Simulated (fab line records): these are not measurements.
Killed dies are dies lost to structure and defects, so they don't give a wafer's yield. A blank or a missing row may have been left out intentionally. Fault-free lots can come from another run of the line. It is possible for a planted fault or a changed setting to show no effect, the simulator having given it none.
Chamber matching    flow gf180mcu    GF_V2_CMP_26 on cmp-02: 4 sister chambers
The step polishes, stops on SiO2, t overpolish 15 s, target thk 0 nm. 4 wafers are shown with their chamber, then 8 later ones without.

== EACH WAFER AND ITS CHAMBER ==
wafer   chamber  motorCurrentA (A)
L250.1  0        10.6
L250.2  2        11.3
L250.5  3        8.6
L251.3  1        11.2

== WAFERS WITH NO CHAMBER GIVEN ==
wafer   motorCurrentA (A)
L251.4  9.3
L251.5  9.8
L253.3  11.6
L253.5  11.6
L253.6  11.4
L254.2  8.5
L254.5  8.7
L254.6  10.4

== CHAMBER TAKEN BY EACH ==
wafer   from the rows above                in truth
L251.4  can't be placed: 3 or 0            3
L251.5  can't be placed: 0 or 3 or 1 or 2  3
L253.3  can't be placed: 2 or 1 or 0       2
L253.5  can't be placed: 2 or 1 or 0       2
L253.6  can't be placed: 2 or 1 or 0       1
L254.2  3                                  3
L254.5  3                                  3
L254.6  can't be placed: 0 or 1 or 2       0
Correctly placed: 2 of 8. Not placeable from these rows: 6 (in 6, the candidates include the true chamber). Number placed wrongly: 0.
How it was worked out, from the rows above alone: a wafer's distance from a chamber is the root of the sum, over the readings, of the square of ((its reading less the chamber's mean) divided by the reading's scatter). The wafer belongs to the nearest chamber; if the next one is less than 2 further off, it can't be placed. For every chamber, the mean is computed from those of its wafers that are shown. The scatter (one wafer shown for each chamber): square how far every hidden wafer sits from the nearest shown wafer, average those squares and take the square root.
